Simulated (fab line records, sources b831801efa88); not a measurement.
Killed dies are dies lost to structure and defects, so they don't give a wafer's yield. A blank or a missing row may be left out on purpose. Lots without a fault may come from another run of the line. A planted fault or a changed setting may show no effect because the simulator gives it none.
Split-lot experiment | flow gf180mcu | 5 lots, 27 wafers read, on a route of 602 steps

THE SPLIT
At GF_POLY_GATE_OXIDATION_16 (stabilise 600 s, purge 300 s, target thk 4 nm), the setting ox_time_s was moved away from the recipe's 899 s on 6 of the 27 wafers read, by +57.5%. The other wafers ran this setting at the recipe's value.

The file shows no step between the split and the reading.

THE READING
POLY_GATE_OXIDATION_THK, in nm, at GF_POLY_GATE_THK_MEAS_17. Fault-free wafers of this fab line usually give 4.01 nm, standard deviation 0.089 nm.

wafer  | tool, chamber at the split | ox_time_s as run, s | against the recipe | POLY_GATE_OXIDATION_THK, nm | against lot-mates on the recipe
L074.1 | -, -                       | 899                 | recipe             | 3.94                        | -
L074.2 | -, -                       | 899                 | recipe             | 3.93                        | -
L074.3 | -, -                       | 899                 | recipe             | 3.99                        | -
L074.4 | -, -                       | 899                 | recipe             | 3.94                        | -
L074.5 | -, -                       | 899                 | recipe             | 3.94                        | -
L074.6 | -, -                       | 899                 | recipe             | 3.98                        | -
L077.1 | -, -                       | 1416                | +57.5%             | 5.42                        | no lot-mate on the recipe
L077.2 | -, -                       | 1416                | +57.5%             | 5.41                        | no lot-mate on the recipe
L077.3 | -, -                       | 1416                | +57.5%             | 5.37                        | no lot-mate on the recipe
L077.4 | -, -                       | 1416                | +57.5%             | 5.44                        | no lot-mate on the recipe
L077.5 | -, -                       | 1416                | +57.5%             | 5.38                        | no lot-mate on the recipe
L077.6 | -, -                       | 1416                | +57.5%             | 5.39                        | no lot-mate on the recipe
L080.1 | -, -                       | 899                 | recipe             | 4.18                        | -
L080.2 | -, -                       | 899                 | recipe             | 4.12                        | -
L080.3 | -, -                       | 899                 | recipe             | 4.12                        | -
L080.4 | -, -                       | 899                 | recipe             | 4.11                        | -
L080.5 | -, -                       | 899                 | recipe             | 4.14                        | -
L080.6 | -, -                       | 899                 | recipe             | 4.10                        | -
L082.1 | -, -                       | 899                 | recipe             | 3.87                        | -
L082.2 | -, -                       | 899                 | recipe             | 4.05                        | -
L082.3 | -, -                       | 899                 | recipe             | 3.94                        | -
L082.4 | -, -                       | 899                 | recipe             | 3.99                        | -
L082.5 | -, -                       | 899                 | recipe             | 4.01                        | -
L082.6 | -, -                       | 899                 | recipe             | 3.97                        | -
L084.2 | furnace-02, 0              | 899                 | recipe             | 4.05                        | -
L084.3 | furnace-02, 0              | 899                 | recipe             | 4.05                        | -
L084.4 | furnace-02, 0              | 899                 | recipe             | 4.04                        | -

THE FIT
A straight line over all 27 wafers: POLY_GATE_OXIDATION_THK changes by +0.024 nm for each +1% of ox_time_s; r = +0.99; the points scatter about the line by 0.076 nm.
Too few moved wafers have a lot-mate on the recipe to fit a line with each lot's own level taken away.

THE WHOLE CHAIN: every reading that the file lists as answering this split, in the file's order
step                      | what it does                                  | reading                                                                                | change (the file's fit)                | r (the file's)
GF_POLY_GATE_OXIDATION_16 | stabilise 600 s, purge 300 s, target thk 4 nm | SiO2_of_POLY_GATE_OXIDATION_16.thk_nm (the simulator's own value, which no gauge read) | +0.0239 nm for each +1% of the setting | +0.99
GF_POLY_GATE_THK_MEAS_17  |                                               | POLY_GATE_OXIDATION_THK                                                                | +0.024 for each +1% of the setting     | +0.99

THE FILE'S OWN FIT
POLY_GATE_OXIDATION_THK changes by +0.024 nm for each +1% of ox_time_s, r = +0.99.
